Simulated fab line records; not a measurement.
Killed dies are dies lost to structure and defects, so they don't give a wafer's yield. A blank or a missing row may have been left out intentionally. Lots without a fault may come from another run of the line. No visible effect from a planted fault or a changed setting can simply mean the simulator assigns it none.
Which tool is to blame? || flow gf180mcu || 11 lots, 33 wafers sampled, at 2 steps of a route of 602

WHAT THE GAUGES READ, wafer by wafer
GF_MIM_THK_MEAS_11: measures by xrf.
{"lot": "L357", "measured": "day 24 11:02", "on": "filmMetro-02", "MIM_ALCU_THK (nm)": "200.8 202.5 202.6"}
{"lot": "L358", "measured": "day 24 18:52", "on": "filmMetro-02", "MIM_ALCU_THK (nm)": "198.5 197.5 199.0"}
{"lot": "L359", "measured": "day 25 06:04", "on": "filmMetro-01", "MIM_ALCU_THK (nm)": "203.0 202.0 203.9"}
{"lot": "L361", "measured": "day 26 00:55", "on": "filmMetro-01", "MIM_ALCU_THK (nm)": "203.3 200.4 202.4"}
{"lot": "L368", "measured": "day 28 05:48", "on": "filmMetro-01", "MIM_ALCU_THK (nm)": "205.2 204.6 207.1"}
{"lot": "L369", "measured": "day 28 14:02", "on": "filmMetro-01", "MIM_ALCU_THK (nm)": "200.5 198.1 202.0"}
{"lot": "L370", "measured": "day 28 19:31", "on": "filmMetro-02", "MIM_ALCU_THK (nm)": "202.9 204.2 202.3"}
{"lot": "L375", "measured": "day 30 02:17", "on": "filmMetro-04", "MIM_ALCU_THK (nm)": "195.8 199.4 199.0"}
{"lot": "L376", "measured": "day 30 07:22", "on": "filmMetro-04", "MIM_ALCU_THK (nm)": "203.8 204.0 201.4"}
{"lot": "L377", "measured": "day 30 15:26", "on": "filmMetro-04", "MIM_ALCU_THK (nm)": "201.2 205.0 201.7"}
{"lot": "L380", "measured": "day 31 07:37", "on": "filmMetro-02", "MIM_ALCU_THK (nm)": "206.2 204.8 205.4"}

TOOL THAT RAN EACH LOT (tool first, then ch and the chambers of the sampled wafers, then the start)
{"lot": "L357", "GF_V4_CVD_23": "cvdW-02 ch 0, day 24 09:48"}
{"lot": "L358", "GF_V4_CVD_23": "cvdW-02 ch 0,1, day 24 17:44"}
{"lot": "L359", "GF_V4_CVD_23": "cvdW-01 ch 0,1, day 25 04:58"}
{"lot": "L361", "GF_V4_CVD_23": "cvdW-02 ch 1, day 25 23:37"}
{"lot": "L368", "GF_V4_CVD_23": "cvdW-01 ch 0, day 28 04:40"}
{"lot": "L369", "GF_V4_CVD_23": "cvdW-02 ch 0,1, day 28 12:55"}
{"lot": "L370", "GF_V4_CVD_23": "cvdW-02 ch 0,1, day 28 18:23"}
{"lot": "L375", "GF_V4_CVD_23": "cvdW-02 ch 0,1, day 30 01:10"}
{"lot": "L376", "GF_V4_CVD_23": "cvdW-01 ch 0,1, day 30 06:13"}
{"lot": "L377", "GF_V4_CVD_23": "cvdW-01 ch 0,1, day 30 14:18"}
{"lot": "L380", "GF_V4_CVD_23": "cvdW-01 ch 0,1, day 31 06:30"}
- GF_V4_CVD_23: deposits W, target thk 350 nm, time 104.9 s.

THE ANSWER, worked out from the rows above alone
Rule: usual is defined by the lots themselves. Put in order of their means at a reading, lots are off if they are a third of the lots or fewer, leave a main group of 4 or more, and stand apart from it by a gap of 3 or more times the standard deviation of the main group's means; of several such gaps the widest counts. A main group is skipped when, at the precision printed for the reading in the tables above, its means are all equal. A lot without any number at a reading at which 4 lots or more have one is off too. Where the step has rows for the other lots, those lots are counted as sound.
No lot is off at any reading shown: from this, nothing can be told.

WHAT WAS PUT IN BY THE SIMULATOR
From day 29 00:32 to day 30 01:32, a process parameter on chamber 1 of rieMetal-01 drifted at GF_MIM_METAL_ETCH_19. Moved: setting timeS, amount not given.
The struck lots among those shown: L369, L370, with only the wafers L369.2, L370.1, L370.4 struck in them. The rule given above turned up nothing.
